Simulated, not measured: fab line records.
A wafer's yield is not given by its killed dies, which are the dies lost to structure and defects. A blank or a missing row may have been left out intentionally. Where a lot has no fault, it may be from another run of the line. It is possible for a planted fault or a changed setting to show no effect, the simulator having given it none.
A struck lot beside a sound one | flow sky130 | 25 out of 708 route steps
Sound: wafers L322.1, L322.4, L322.6. Wafers L324.2, L324.3, L324.4 were the ones struck. The cause is given at the end.
At each step with rows: each side's tool, then ch and its chambers, then its first start. Under that, the readings that differ: sound wafers | struck wafers | difference of the means | sigmas: that difference in standard deviations of wafers without a fault.
alike: readings with means less than 2 such deviations apart, plus words and numbers identical on both sides. not compared: withheld readings, readings lacking a value on some wafer, bounds such as >300 that could conceal the same value, and numbers that have no deviation in the record and whose values overlap.
The two part at a step that has a row with sigmas, a row that says differs or no value, or rows on one side only. Non-overlapping numbers with no deviation appear without sigmas and do not part them. A reading that every wafer of one side lacks parts them only if that side has two wafers or more.

SKY_NWELL_RS_MEAS_31: measures by four-point-probe.
  sound on film metro-03 at day 6 15:29; struck on film metro-03 at day 7 02:55
  alike: PWDE_RS
then, 7 steps without rows for these wafers: SKY_VT_ADJUST_HVTP_DEHYDRATE_00 (time 60 s); SKY_VT_ADJUST_HVTP_HMDS_01 (prime time 60 s); SKY_VT_ADJUST_HVTP_COAT_02 (resist thk 1140 nm); SKY_VT_ADJUST_HVTP_SOFTBAKE_03 (time 60 s); SKY_VT_ADJUST_HVTP_EXPOSE_04 (exposes mask HVTPM, target cd 380 nm); SKY_VT_ADJUST_HVTP_PEB_05; SKY_VT_ADJUST_HVTP_DEVELOP_06 (develop time 60 s).
SKY_VT_ADJUST_HVTP_CD_MEAS_07: target cd 380 nm.
  sound on cd sem-02 at day 7 11:03; struck on cd sem-02 at day 7 23:10
  alike: cd nm
SKY_VT_ADJUST_HVTP_OVL_MEAS_08:
  sound on overlay-02 at day 7 11:10; struck on overlay-01 at day 7 23:16
  alike: VT_ADJUST_HVTP_OVL
next, for these wafers, 1 step has no rows: SKY_VT_ADJUST_HVTP_IMPLANT_09.
SKY_VT_ADJUST_HVTP_STRIP_10: strips in O2/N2.
  sound on plasma asher-02 ch 0,1, day 7 11:21; struck on plasma asher-03 ch 0,1, day 7 23:27
  no value came back on the struck wafers for chamber pressure mTorr (mTorr), drypump motor current A (A), oes product au (a.u.), strip time to endpoint s (s); on the sound wafers chamber pressure mTorr (mTorr) reads 1501.5 1500.9 1502.2
  reading                                             | sound | struck         | difference | sigmas
  model.NOVOLAK_of_VT_ADJUST_HVTP_COAT_02.thk nm (nm) | 0 0 0 | 1143 1146 1143 | +1144      |
  not compared: rf hours counter h
SKY_VT_ADJUST_HVTP_TW_MEAS_11:
  sound on film metro-02 at day 7 11:27; struck on film metro-02 at day 7 23:34
  alike: VT_ADJUST_HVTP_TW
then, 7 steps without rows for these wafers: SKY_VT_ADJUST_LVTN_DEHYDRATE_00 (time 60 s); SKY_VT_ADJUST_LVTN_HMDS_01 (prime time 60 s); SKY_VT_ADJUST_LVTN_COAT_02 (resist thk 3000 nm); SKY_VT_ADJUST_LVTN_SOFTBAKE_03; SKY_VT_ADJUST_LVTN_EXPOSE_04 (exposes mask NWM COMPLEMENT LESS NATIVE, target cd 840 nm); SKY_VT_ADJUST_LVTN_PEB_05; SKY_VT_ADJUST_LVTN_DEVELOP_06 (develop time 60 s).
SKY_VT_ADJUST_LVTN_OVL_MEAS_07:
  sound on overlay-01 at day 8 07:41; struck on overlay-01 at day 8 19:32
  alike: VT_ADJUST_LVTN_OVL
next, for these wafers, 1 step has no rows: SKY_VT_ADJUST_LVTN_IMPLANT_08.
SKY_VT_ADJUST_LVTN_STRIP_09: strips in O2/N2.
  sound on plasma asher-02 ch 0,1, day 8 07:52; struck on plasma asher-02 ch 0,1, day 8 19:43
  reading                      | sound             | struck            | difference | sigmas
  strip time to endpoint s (s) | 37.01 36.95 36.96 | 53.98 53.92 53.91 | +16.96     | +99 or more
  alike: chamber pressure mTorr, drypump motor current A, oes product au
  not compared: rf hours counter h
SKY_VT_ADJUST_LVTN_TW_MEAS_10:
  sound on film metro-03 at day 8 07:58; struck on film metro-02 at day 8 19:50
  reading           | sound             | struck         | difference | sigmas
  VT_ADJUST_LVTN_TW | 245.9 245.0 247.5 | 29.9 30.0 29.9 | -216.2     | -99 or more
then, 1 step without rows for these wafers: SKY_VT_ADJUST_LVTN_DEHYDRATE_11 (time 60 s).

== WHERE THEY PART ==
Last at SKY_VT_ADJUST_LVTN_TW_MEAS_10 as far as this record goes, first at SKY_VT_ADJUST_HVTP_STRIP_10.

WHY: whatever the simulator had introduced
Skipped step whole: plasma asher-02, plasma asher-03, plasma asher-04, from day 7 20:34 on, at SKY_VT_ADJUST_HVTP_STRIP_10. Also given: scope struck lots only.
